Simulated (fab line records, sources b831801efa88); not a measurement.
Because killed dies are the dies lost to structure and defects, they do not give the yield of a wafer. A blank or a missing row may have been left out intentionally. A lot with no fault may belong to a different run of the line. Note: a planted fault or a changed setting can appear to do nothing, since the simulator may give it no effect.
Comparing a struck lot with a sound one    flow sfqLine    14 steps out of a route of 325
Sound: the wafers L940.1, L940.2, L940.5. The struck wafers were L945.1, L945.3, L945.6. The cause is named last.
Per side, at each step with rows, come the tool, then ch with its chambers, and then its first start. Under that, the readings that differ: sound wafers    struck wafers    difference of the means    sigmas: that difference in standard deviations of wafers without a fault.
alike: a reading whose means differ by less than 2 such deviations, as well as words and numbers matching on both sides. not compared: withheld readings; readings where some wafer has no value; bounds like >300 that might hide an equal value; numbers whose values overlap and for which the record gives no deviation.
A row with sigmas, a row that says differs or no value, or rows on one side alone: a step with any of these is where the two part. Numbers that don't overlap but have no deviation are shown without sigmas and don't part them. A reading that every wafer of one side lacks parts them only if that side has two wafers or more.

first, 3 steps without rows for these wafers: SFQ_TRILAYER_I7_VIA_LITHO_EXPOSE_188 (exposes mask I7, target cd 1000 nm); SFQ_TRILAYER_I7_VIA_LITHO_PEB_190 (peb time 60 s); SFQ_TRILAYER_I7_VIA_LITHO_DEVELOP_189 (time 60 s).
SFQ_I7_OVL_MEAS_947:
  sound on overlay-02, day 79 00:31; struck on overlay-02, day 81 12:07
  alike: I7_OVL
SFQ_TRILAYER_I7_VIA_BARC_OPEN_VIA_ETCH_260: etches BARC in O2, target depth 125 nm, time 41.7 s.
  sound on rieDiel-02 ch 0,1,2, day 79 00:33; struck on rieDiel-02 ch 0,1,2, day 81 12:08
  alike: drypumpMotorCurrentA, oesProductAu
  not compared: rfHoursCounterH
SFQ_TRILAYER_I7_VIA_ETCH_VIA_ETCH_190: etches SiO2 in CHF3, stops on Nb, target depth 260 nm.
  sound on rieDiel-02 ch 0,1,2, day 79 00:35; struck on rieDiel-02 ch 0,1,2, day 81 12:11
  alike: drypumpMotorCurrentA, oesProductAu
SFQ_TRILAYER_I7_VIA_STRIP_STRIP_191: strips in O2.
  sound on rieMetal-03 ch 0,1, day 79 00:43; struck on rieMetal-03 ch 0,1, day 81 12:18
  alike: drypumpMotorCurrentA, oesProductAu
  not compared: rfHoursCounterH
then, 5 steps without rows for these wafers: SFQ_TRILAYER_I7_VIA_STRIP_SOLV_CLEAN_192 (cleans in NMP, time 600 s); SFQ_TRILAYER_M8_LITHO_LOR_COAT_197; SFQ_TRILAYER_M8_LITHO_LOR_BAKE_198; SFQ_TRILAYER_M8_LITHO_COAT_193 (resist thk 600 nm); SFQ_TRILAYER_M8_LITHO_SOFTBAKE_199.
-- the record jumps here: 4 days lie between the struck wafers' starts before and after --
SFQ_TRILAYER_M8_LITHO_EXPOSE_194: exposes mask M8, target cd 2000 nm.
  struck on krfScanner-01, day 85 11:57; sound on krfScanner-01 ch 0, day 83 13:06
  no value came back on the struck wafers for exposureDoseMJCm2, focusOffsetNm (nm); on the sound wafers exposureDoseMJCm2 reads 14.397 14.410 14.403
  alike: mask
then, 1 step without rows for these wafers: SFQ_TRILAYER_M8_LITHO_PEB_196 (peb time 60 s).

WHERE THEY PART
SFQ_TRILAYER_M8_LITHO_EXPOSE_194 only, going by this record.

WHY: what the simulator had put in
Skipped step whole: krfScanner-01, from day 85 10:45 on, at SFQ_TRILAYER_M8_LITHO_EXPOSE_194. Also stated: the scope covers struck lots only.
